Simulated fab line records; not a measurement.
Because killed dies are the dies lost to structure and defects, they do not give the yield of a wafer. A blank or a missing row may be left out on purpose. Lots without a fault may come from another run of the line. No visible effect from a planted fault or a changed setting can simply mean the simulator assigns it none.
2 desks, one fault / flow sfq_line / each desk holds nothing but its own numbers, with what lay behind them at the end

== TOOL OWNER'S DESK, litho_track-02 ==
The tool's own readings at SFQ_TRILAYER_I7_VIA_LITHO_PEB_190 (peb time 60 s): means of the sampled wafers that have a number, for each lot that ran on this tool. A lot is out of limits, marked OUT, if its mean lies more than 4 standard deviations from the usual mean; the brackets give that distance.
Columns: A = chill_plate_temp_C at SFQ_TRILAYER_I7_VIA_LITHO_PEB_190, usual 23.01 C; B = exhaust_pa at SFQ_TRILAYER_I7_VIA_LITHO_PEB_190, usual 45.0 Pa; C = heater_power_total_W at SFQ_TRILAYER_I7_VIA_LITHO_PEB_190, usual 79.15 W
lot=L473; first seen here=day 82 10:36; A=23.08; B=45.0; C=79.19
lot=L475; first seen here=day 82 15:34; A=22.99; B=44.8; C=79.17
lot=L477; first seen here=day 82 21:35; A=23.10; B=45.0; C=79.17
lot=L495; first seen here=day 89 13:52; A=22.97; B=44.9; C=79.12
This desk found nothing out of limits on any of the 4 lots.

== AT THE METROLOGY DESK ==
Means of the sampled wafers that have a number, per lot and without regard to the tool the lot ran on: this is what the gauges read. A lot is out of limits, marked OUT, if its mean lies more than 4 standard deviations from the usual mean; the brackets give that distance.
Columns: A = M8_AU_RS at SFQ_M8_RS_MEAS_949, usual 0.1535 ohm/sq
lot=L472; first seen here=day 86 09:25; A=0.1544
lot=L473; first seen here=day 86 13:04; A=0.1553
lot=L474; first seen here=day 86 16:38; A=0.1533
lot=L475; first seen here=day 86 20:13; A=0.1548
lot=L476; first seen here=day 86 23:50; A=0.1526
lot=L477; first seen here=day 87 01:02; A=0.1528
lot=L484; first seen here=day 91 06:34; A=0.1545
lot=L485; first seen here=day 91 11:21; A=0.1541
lot=L489; first seen here=day 92 04:09; A=0.1541
lot=L490; first seen here=day 92 07:46; A=0.1527
lot=L492; first seen here=day 92 19:45; A=0.1521
lot=L493; first seen here=day 92 23:08; A=0.1519
lot=L494; first seen here=day 93 03:55; A=0.1536
lot=L495; first seen here=day 93 06:19; A=0.1515
This desk found nothing out of limits on any of the 14 lots.

== ALL TOGETHER ==
The desk of the tool owner found nothing out of limits.
From the metrology desk's view, nothing was out of limits.

== WHAT HAD BEEN PUT IN BY THE SIMULATOR ==
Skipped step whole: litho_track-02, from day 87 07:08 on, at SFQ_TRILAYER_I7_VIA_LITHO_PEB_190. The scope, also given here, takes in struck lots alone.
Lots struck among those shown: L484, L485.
